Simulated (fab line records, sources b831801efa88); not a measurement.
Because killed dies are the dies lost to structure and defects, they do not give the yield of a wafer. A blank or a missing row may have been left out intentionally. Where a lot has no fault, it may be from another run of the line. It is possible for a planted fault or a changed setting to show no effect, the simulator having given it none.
What tool caused it? + flow sky130 + 39 wafers sampled from 13 lots at 1 step of a route of 708

## WHAT THE GAUGES READ, wafer by wafer
SKY_LI_CONTACT_THK_MEAS_23: measures by xrf. Usual: LI_CONTACT_W_THK 394 nm, standard deviation 7.5.
| lot  | measured     | on            | LI_CONTACT_W_THK (nm) | flag |
|------|--------------|---------------|-----------------------|------|
| L917 | day 29 07:49 | film_metro-01 | 397 390 394           |      |
| L918 | day 30 00:49 | film_metro-02 | 397 393 396           |      |
| L922 | day 31 03:48 | film_metro-04 | 383 391 394           |      |
| L923 | day 32 06:52 | film_metro-01 | 402 398 399           |      |
| L924 | day 32 08:23 | film_metro-04 | 385 383 385           |      |
| L925 | day 32 11:05 | film_metro-02 | 390 401 393           |      |
| L926 | day 32 17:49 | film_metro-01 | 391 397 397           |      |
| L930 | day 33 20:22 | film_metro-04 | 391 410 408           |      |
| L931 | day 34 05:04 | film_metro-02 | 415 394 418           |      |
| L932 | day 34 11:30 | film_metro-04 | 394 390 390           |      |
| L935 | day 35 13:47 | film_metro-01 | 415 406 411           |      |
| L936 | day 35 14:19 | film_metro-01 | 399 400 404           |      |
| L937 | day 35 20:47 | film_metro-02 | 396 397 394           |      |

## WHICH TOOL RAN EACH LOT (tool, then ch and the chambers of the sampled wafers, then the start)
Record: no process step prior to these readings.

## AS READ BY THE TOOLS THEMSELVES (means over the sampled wafers that have a number; for cases with no such wafer, the mark the record gives instead)
The record holds no such reading with a usual standard deviation.

## THE ANSWER, worked out from the rows above alone
Rule: a lot is off if the mean of its wafers that have a number lies more than 3 standard deviations from the usual mean. A lot without any number at a reading at which 4 lots or more have one is off too. Any other lot the step has rows for is counted as sound. Order of review: gauges by route order, followed by the tools' own readings, for which a lot's mean as printed above is used. At the first step where some lot is off, the reading lying furthest off is the one used; lots without a number count as furthest.
Across all readings shown, no lot is off: no conclusion can be drawn from this.

## WHAT THE SIMULATOR HAD PUT IN
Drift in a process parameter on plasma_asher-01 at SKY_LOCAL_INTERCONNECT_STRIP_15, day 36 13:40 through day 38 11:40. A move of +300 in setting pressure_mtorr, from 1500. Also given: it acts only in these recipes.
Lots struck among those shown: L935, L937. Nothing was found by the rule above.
